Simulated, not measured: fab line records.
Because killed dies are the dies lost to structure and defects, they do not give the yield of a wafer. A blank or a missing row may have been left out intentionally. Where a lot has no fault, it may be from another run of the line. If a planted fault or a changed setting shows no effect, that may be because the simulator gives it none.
Matching of chambers :: flow gf180mcu :: cmp-01 running GF_V5_CMP_04: 4 sister chambers
The step polishes SiO2. 16 wafers are shown with their chamber, then 8 later ones without.

== WAFERS, EACH WITH ITS CHAMBER ==
wafer: L670.2
chamber: 3
motor-current-A (A): 8.9
slurry-filter-dp-kPa (kPa): 13.46

wafer: L670.5
chamber: 1
motor-current-A (A): 11.1
slurry-filter-dp-kPa (kPa): 13.62

wafer: L670.6
chamber: 0
motor-current-A (A): 11.5
slurry-filter-dp-kPa (kPa): 13.42

wafer: L672.1
chamber: 1
motor-current-A (A): 11.7
slurry-filter-dp-kPa (kPa): 13.53

wafer: L672.2
chamber: 2
motor-current-A (A): 9.6
slurry-filter-dp-kPa (kPa): 13.36

wafer: L672.6
chamber: 2
motor-current-A (A): 9.8
slurry-filter-dp-kPa (kPa): 13.43

wafer: L674.2
chamber: 0
motor-current-A (A): 11.0
slurry-filter-dp-kPa (kPa): 13.58

wafer: L674.5
chamber: 0
motor-current-A (A): 11.3
slurry-filter-dp-kPa (kPa): 13.73

wafer: L674.6
chamber: 1
motor-current-A (A): 11.2
slurry-filter-dp-kPa (kPa): 13.70

wafer: L675.1
chamber: 3
motor-current-A (A): 8.9
slurry-filter-dp-kPa (kPa): 13.46

wafer: L675.4
chamber: 2
motor-current-A (A): 9.8
slurry-filter-dp-kPa (kPa): 13.63

wafer: L675.6
chamber: 1
motor-current-A (A): 11.3
slurry-filter-dp-kPa (kPa): 13.55

wafer: L679.4
chamber: 1
motor-current-A (A): 11.8
slurry-filter-dp-kPa (kPa): 13.46

wafer: L679.5
chamber: 2
motor-current-A (A): 9.1
slurry-filter-dp-kPa (kPa): 13.65

wafer: L679.6
chamber: 3
motor-current-A (A): 9.3
slurry-filter-dp-kPa (kPa): 13.83

wafer: L684.1
chamber: 0
motor-current-A (A): 10.9
slurry-filter-dp-kPa (kPa): 13.42

SIGNATURES, as means of the wafers listed above
reading: motor-current-A
chamber 0: 11.175
chamber 1: 11.420
chamber 2: 9.575
chamber 3: 9.033
scatter within a chamber: 0.296

reading: slurry-filter-dp-kPa
chamber 0: 13.5375
chamber 1: 13.5720
chamber 2: 13.5175
chamber 3: 13.5833
scatter within a chamber: 0.145
Rule: for each reading, subtract the chamber's mean from the wafer's reading, divide by that reading's scatter and square the result; add these up over the readings and take the root, which gives the wafer's distance from the chamber. The wafer belongs to the nearest chamber; if the next one is less than 2 further off, it can't be placed. The scatter is the square root of a quotient: the sum, over the shown wafers, of each reading's squared deviation from its chamber's mean, divided by wafers minus chambers.

== WAFERS WITHOUT THEIR CHAMBER ==
wafer: L684.2
motor-current-A (A): 9.6
slurry-filter-dp-kPa (kPa): 13.44

wafer: L684.3
motor-current-A (A): 11.1
slurry-filter-dp-kPa (kPa): 13.41

wafer: L685.1
motor-current-A (A): 11.7
slurry-filter-dp-kPa (kPa): 13.41

wafer: L685.4
motor-current-A (A): 9.0
slurry-filter-dp-kPa (kPa): 13.52

wafer: L685.5
motor-current-A (A): 8.6
slurry-filter-dp-kPa (kPa): 13.46

wafer: L689.1
motor-current-A (A): 11.5
slurry-filter-dp-kPa (kPa): 13.43

wafer: L689.2
motor-current-A (A): 11.5
slurry-filter-dp-kPa (kPa): 13.56

wafer: L689.3
motor-current-A (A): 9.4
slurry-filter-dp-kPa (kPa): 13.61

== EACH ONE'S CHAMBER ==
wafer: L684.2
from the rows above: can't be placed: 2 or 3
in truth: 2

wafer: L684.3
from the rows above: can't be placed: 0 or 1
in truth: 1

wafer: L685.1
from the rows above: can't be placed: 1 or 0
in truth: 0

wafer: L685.4
from the rows above: can't be placed: 3 or 2
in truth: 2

wafer: L685.5
from the rows above: can't be placed: 3 or 2
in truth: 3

wafer: L689.1
from the rows above: can't be placed: 1 or 0
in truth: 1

wafer: L689.2
from the rows above: can't be placed: 1 or 0
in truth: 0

wafer: L689.3
from the rows above: can't be placed: 2 or 3
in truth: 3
Correct placement for 0 of the 8. From these rows, 8 cannot be placed; in 8 the true chamber is one of the candidates. Wrongly placed: 0.
